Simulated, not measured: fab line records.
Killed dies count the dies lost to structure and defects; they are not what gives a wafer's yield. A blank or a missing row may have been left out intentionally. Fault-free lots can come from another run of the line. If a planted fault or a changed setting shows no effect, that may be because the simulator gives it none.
Which tool is to blame? || flow gf180mcu || Sampling: 13 lots, 39 wafers, 6 of 602 route steps

## WHAT THE GAUGES SHOWED, per wafer
GF_VT_IMPLANT_OVL_MEAS_18. Usual: VT_IMPLANT_01_OVL typically reads -0.6 nm, with standard deviation 1.5.
{"lot": "L103", "measured": "day 6 18:00", "on": "overlay-01", "VT_IMPLANT_01_OVL (nm)": "-1.8 -2.9 -1.7", "flag": ""}
{"lot": "L105", "measured": "day 7 04:58", "on": "overlay-02", "VT_IMPLANT_01_OVL (nm)": "-0.8 -1.2 1.2", "flag": ""}
{"lot": "L106", "measured": "day 7 08:02", "on": "overlay-02", "VT_IMPLANT_01_OVL (nm)": "0.1 -0.9 -0.1", "flag": ""}
{"lot": "L108", "measured": "day 7 23:02", "on": "overlay-01", "VT_IMPLANT_01_OVL (nm)": "-1.4 -0.8 1.0", "flag": ""}
{"lot": "L109", "measured": "day 8 07:34", "on": "overlay-01", "VT_IMPLANT_01_OVL (nm)": "0.2 1.9 1.3", "flag": ""}
{"lot": "L110", "measured": "day 8 10:30", "on": "overlay-02", "VT_IMPLANT_01_OVL (nm)": "0.0 0.2 0.5", "flag": ""}
{"lot": "L112", "measured": "day 8 23:14", "on": "overlay-01", "VT_IMPLANT_01_OVL (nm)": "- - -", "flag": "OFF"}
{"lot": "L113", "measured": "day 9 06:10", "on": "overlay-01", "VT_IMPLANT_01_OVL (nm)": "- - -", "flag": "OFF"}
{"lot": "L114", "measured": "day 9 11:43", "on": "overlay-01", "VT_IMPLANT_01_OVL (nm)": "- - -", "flag": "OFF"}
{"lot": "L116", "measured": "day 9 22:11", "on": "overlay-02", "VT_IMPLANT_01_OVL (nm)": "-0.4 0.7 1.3", "flag": ""}
{"lot": "L119", "measured": "day 10 15:50", "on": "overlay-01", "VT_IMPLANT_01_OVL (nm)": "0.5 0.4 0.3", "flag": ""}
{"lot": "L121", "measured": "day 11 06:31", "on": "overlay-02", "VT_IMPLANT_01_OVL (nm)": "0.6 0.4 1.3", "flag": ""}
{"lot": "L124", "measured": "day 11 22:46", "on": "overlay-01", "VT_IMPLANT_01_OVL (nm)": "-0.6 -2.4 0.7", "flag": ""}

GF_VT_IMPLANT_TW_MEAS_32. Usual: VT_IMPLANT_3_TW typically reads 271.8, with standard deviation 2.3.
{"lot": "L103", "measured": "day 7 10:11", "on": "filmMetro-04", "VT_IMPLANT_3_TW": "271.2 271.9 270.9", "flag": ""}
{"lot": "L105", "measured": "day 7 21:31", "on": "filmMetro-04", "VT_IMPLANT_3_TW": "271.6 271.1 270.5", "flag": ""}
{"lot": "L106", "measured": "day 8 00:17", "on": "filmMetro-02", "VT_IMPLANT_3_TW": "272.6 272.2 271.0", "flag": ""}
{"lot": "L108", "measured": "day 8 15:51", "on": "filmMetro-04", "VT_IMPLANT_3_TW": "268.7 267.1 268.7", "flag": ""}
{"lot": "L109", "measured": "day 9 00:26", "on": "filmMetro-01", "VT_IMPLANT_3_TW": "274.0 274.3 274.1", "flag": ""}
{"lot": "L110", "measured": "day 9 03:50", "on": "filmMetro-02", "VT_IMPLANT_3_TW": "269.2 270.9 270.8", "flag": ""}
{"lot": "L112", "measured": "day 9 16:14", "on": "filmMetro-01", "VT_IMPLANT_3_TW": "1220.3 1228.1 1227.0", "flag": "OFF"}
{"lot": "L113", "measured": "day 9 22:54", "on": "filmMetro-02", "VT_IMPLANT_3_TW": "1210.4 1204.1 1206.4", "flag": "OFF"}
{"lot": "L114", "measured": "day 10 05:14", "on": "filmMetro-02", "VT_IMPLANT_3_TW": "1214.1 1211.1 1214.7", "flag": "OFF"}
{"lot": "L116", "measured": "day 10 16:54", "on": "filmMetro-01", "VT_IMPLANT_3_TW": "275.9 276.3 275.4", "flag": ""}
{"lot": "L119", "measured": "day 11 10:55", "on": "filmMetro-02", "VT_IMPLANT_3_TW": "270.5 271.4 273.1", "flag": ""}
{"lot": "L121", "measured": "day 12 01:40", "on": "filmMetro-04", "VT_IMPLANT_3_TW": "267.7 267.6 269.0", "flag": ""}
{"lot": "L124", "measured": "day 12 18:02", "on": "filmMetro-01", "VT_IMPLANT_3_TW": "273.7 273.4 273.8", "flag": ""}

GF_VT_IMPLANT_TW_MEAS_43. Usual: VT_IMPLANT_4_TW typically reads 689, with standard deviation 5.2.
{"lot": "L103", "measured": "day 8 02:29", "on": "filmMetro-02", "VT_IMPLANT_4_TW": "688 690 688", "flag": ""}
{"lot": "L105", "measured": "day 8 13:44", "on": "filmMetro-04", "VT_IMPLANT_4_TW": "682 684 684", "flag": ""}
{"lot": "L106", "measured": "day 8 17:08", "on": "filmMetro-02", "VT_IMPLANT_4_TW": "691 690 689", "flag": ""}
{"lot": "L108", "measured": "day 9 07:51", "on": "filmMetro-02", "VT_IMPLANT_4_TW": "685 687 687", "flag": ""}
{"lot": "L109", "measured": "day 9 17:24", "on": "filmMetro-02", "VT_IMPLANT_4_TW": "689 686 683", "flag": ""}
{"lot": "L110", "measured": "day 9 20:17", "on": "filmMetro-04", "VT_IMPLANT_4_TW": "683 681 680", "flag": ""}
{"lot": "L112", "measured": "day 10 09:56", "on": "filmMetro-04", "VT_IMPLANT_4_TW": "1261 1256 1263", "flag": "OFF"}
{"lot": "L113", "measured": "day 10 17:50", "on": "filmMetro-04", "VT_IMPLANT_4_TW": "1264 1267 1262", "flag": "OFF"}
{"lot": "L114", "measured": "day 10 23:07", "on": "filmMetro-04", "VT_IMPLANT_4_TW": "1259 1264 1260", "flag": "OFF"}
{"lot": "L116", "measured": "day 11 11:41", "on": "filmMetro-02", "VT_IMPLANT_4_TW": "689 687 688", "flag": ""}
{"lot": "L119", "measured": "day 12 05:59", "on": "filmMetro-02", "VT_IMPLANT_4_TW": "688 686 692", "flag": ""}
{"lot": "L121", "measured": "day 12 20:39", "on": "filmMetro-01", "VT_IMPLANT_4_TW": "694 694 694", "flag": ""}
{"lot": "L124", "measured": "day 13 14:17", "on": "filmMetro-04", "VT_IMPLANT_4_TW": "684 683 689", "flag": ""}

GF_SAB_CD_MEAS_09: the cd target is 420 nm. Usual: cdNm 420.4 nm, standard deviation 2.4.
{"lot": "L103", "measured": "day 16 02:43", "on": "cdSem-01", "cdNm (nm)": "419.7 421.5 419.5", "flag": ""}
{"lot": "L105", "measured": "day 16 10:31", "on": "cdSem-01", "cdNm (nm)": "419.2 418.3 418.8", "flag": ""}
{"lot": "L106", "measured": "day 16 21:04", "on": "cdSem-01", "cdNm (nm)": "421.0 422.3 422.7", "flag": ""}
{"lot": "L108", "measured": "day 17 08:23", "on": "cdSem-02", "cdNm (nm)": "421.6 419.7 421.1", "flag": ""}
{"lot": "L109", "measured": "day 17 22:55", "on": "cdSem-02", "cdNm (nm)": "420.6 420.5 421.2", "flag": ""}
{"lot": "L110", "measured": "day 18 07:08", "on": "cdSem-01", "cdNm (nm)": "417.7 418.4 416.6", "flag": ""}
{"lot": "L116", "measured": "day 20 03:53", "on": "cdSem-02", "cdNm (nm)": "420.4 424.3 420.5", "flag": ""}
{"lot": "L119", "measured": "day 21 02:26", "on": "cdSem-01", "cdNm (nm)": "424.1 423.8 421.7", "flag": ""}
{"lot": "L121", "measured": "day 21 22:40", "on": "cdSem-01", "cdNm (nm)": "416.6 417.0 416.0", "flag": ""}
{"lot": "L124", "measured": "day 22 20:52", "on": "cdSem-01", "cdNm (nm)": "416.9 415.9 418.5", "flag": ""}

GF_SAB_OVL_MEAS_10. Usual: SAB_OVL typically reads 0.0 nm, with standard deviation 1.2.
{"lot": "L103", "measured": "day 16 02:49", "on": "overlay-01", "SAB_OVL (nm)": "-1.1 0.5 -1.4", "flag": ""}
{"lot": "L105", "measured": "day 16 10:35", "on": "overlay-01", "SAB_OVL (nm)": "0.4 -0.5 0.9", "flag": ""}
{"lot": "L106", "measured": "day 16 21:11", "on": "overlay-02", "SAB_OVL (nm)": "-1.1 -1.1 -0.7", "flag": ""}
{"lot": "L108", "measured": "day 17 08:31", "on": "overlay-02", "SAB_OVL (nm)": "-0.3 -0.8 -0.7", "flag": ""}
{"lot": "L109", "measured": "day 17 23:02", "on": "overlay-01", "SAB_OVL (nm)": "1.0 -0.3 -0.1", "flag": ""}
{"lot": "L110", "measured": "day 18 07:14", "on": "overlay-01", "SAB_OVL (nm)": "-2.2 1.2 0.7", "flag": ""}
{"lot": "L116", "measured": "day 20 04:01", "on": "overlay-02", "SAB_OVL (nm)": "-1.0 -2.0 -2.0", "flag": ""}
{"lot": "L119", "measured": "day 21 02:34", "on": "overlay-02", "SAB_OVL (nm)": "0.5 -0.9 0.4", "flag": ""}
{"lot": "L121", "measured": "day 21 22:44", "on": "overlay-02", "SAB_OVL (nm)": "0.1 2.2 1.0", "flag": ""}
{"lot": "L124", "measured": "day 22 20:59", "on": "overlay-01", "SAB_OVL (nm)": "-1.0 0.4 0.6", "flag": ""}

## WHICH TOOL RAN EACH LOT (tool, then ch and the chambers of the sampled wafers, then the start)
{"lot": "L103", "GF_VT_IMPLANT_COAT_13": "lithoTrack-03 ch 0, day 6 10:28"}
{"lot": "L105", "GF_VT_IMPLANT_COAT_13": "lithoTrack-01 ch 0, day 6 20:14"}
{"lot": "L106", "GF_VT_IMPLANT_COAT_13": "lithoTrack-04 ch 0, day 6 23:56"}
{"lot": "L108", "GF_VT_IMPLANT_COAT_13": "lithoTrack-01 ch 0, day 7 15:10"}
{"lot": "L109", "GF_VT_IMPLANT_COAT_13": "lithoTrack-01 ch 0, day 7 23:49"}
{"lot": "L110", "GF_VT_IMPLANT_COAT_13": "lithoTrack-01 ch 0, day 8 02:17"}
{"lot": "L112", "GF_VT_IMPLANT_COAT_13": "lithoTrack-01, day 8 14:40"}
{"lot": "L113", "GF_VT_IMPLANT_COAT_13": "lithoTrack-03, day 8 22:17"}
{"lot": "L114", "GF_VT_IMPLANT_COAT_13": "lithoTrack-01, day 9 03:22"}
{"lot": "L116", "GF_VT_IMPLANT_COAT_13": "lithoTrack-01 ch 0, day 9 13:37"}
{"lot": "L119", "GF_VT_IMPLANT_COAT_13": "lithoTrack-03 ch 0, day 10 06:26"}
{"lot": "L121", "GF_VT_IMPLANT_COAT_13": "lithoTrack-01 ch 0, day 10 21:56"}
{"lot": "L124", "GF_VT_IMPLANT_COAT_13": "lithoTrack-03 ch 0, day 11 12:59"}
- GF_VT_IMPLANT_COAT_13: resist thk 1000 nm.

## WHAT THE TOOLS THEMSELVES READ (means of the sampled wafers that have a number; where no wafer has one, the mark that the record gives instead)
GF_VT_IMPLANT_COAT_13. Usual: chillPlateTempC 22.99 C, standard deviation 0.099; dispensePressureKPa 48 kPa, standard deviation 7.8.
{"lot": "L103", "tool": "lithoTrack-03", "chillPlateTempC (C)": 23.21, "dispensePressureKPa (kPa)": 59, "flag": ""}
{"lot": "L105", "tool": "lithoTrack-01", "chillPlateTempC (C)": 23.01, "dispensePressureKPa (kPa)": 42, "flag": ""}
{"lot": "L106", "tool": "lithoTrack-04", "chillPlateTempC (C)": 22.92, "dispensePressureKPa (kPa)": 43, "flag": ""}
{"lot": "L108", "tool": "lithoTrack-01", "chillPlateTempC (C)": 22.97, "dispensePressureKPa (kPa)": 42, "flag": ""}
{"lot": "L109", "tool": "lithoTrack-01", "chillPlateTempC (C)": 22.94, "dispensePressureKPa (kPa)": 42, "flag": ""}
{"lot": "L110", "tool": "lithoTrack-01", "chillPlateTempC (C)": 22.90, "dispensePressureKPa (kPa)": 42, "flag": ""}
{"lot": "L112", "tool": "lithoTrack-01", "chillPlateTempC (C)": "-", "dispensePressureKPa (kPa)": "-", "flag": "OFF"}
{"lot": "L113", "tool": "lithoTrack-03", "chillPlateTempC (C)": "-", "dispensePressureKPa (kPa)": "-", "flag": "OFF"}
{"lot": "L114", "tool": "lithoTrack-01", "chillPlateTempC (C)": "-", "dispensePressureKPa (kPa)": "-", "flag": "OFF"}
{"lot": "L116", "tool": "lithoTrack-01", "chillPlateTempC (C)": 23.00, "dispensePressureKPa (kPa)": 42, "flag": ""}
{"lot": "L119", "tool": "lithoTrack-03", "chillPlateTempC (C)": 22.94, "dispensePressureKPa (kPa)": 59, "flag": ""}
{"lot": "L121", "tool": "lithoTrack-01", "chillPlateTempC (C)": 22.92, "dispensePressureKPa (kPa)": 42, "flag": ""}
{"lot": "L124", "tool": "lithoTrack-03", "chillPlateTempC (C)": 22.93, "dispensePressureKPa (kPa)": 59, "flag": ""}

## THE ANSWER, worked out from the rows above alone
Rule: take the mean of a lot's wafers that have a number; if it is more than 3 standard deviations from the usual mean, the lot is off. Also off: a lot with no number at a reading for which 4 or more lots have one. All remaining lots with rows at the step are treated as sound. The gauges are gone through in route order, then the tools' own readings, and for those a lot's mean is taken as printed above. The first step at which some lot is off is used, and at that step the reading that is off furthest; a lot without a number counts as furthest.
Off: L112, L113, L114, at GF_VT_IMPLANT_OVL_MEAS_18 (VT_IMPLANT_01_OVL). Without a number there: L112, L113, L114.
If a tool, at a process step before that reading, ran all the lots that are off and no sound lot after the first of them, it fits. The gauges at GF_VT_IMPLANT_OVL_MEAS_18 aren't tried: what is off there is off at GF_VT_IMPLANT_TW_MEAS_32 too, on other tools, and a gauge's error can't cause that. Of those tried, none fits.

## WHAT THE SIMULATOR PUT IN
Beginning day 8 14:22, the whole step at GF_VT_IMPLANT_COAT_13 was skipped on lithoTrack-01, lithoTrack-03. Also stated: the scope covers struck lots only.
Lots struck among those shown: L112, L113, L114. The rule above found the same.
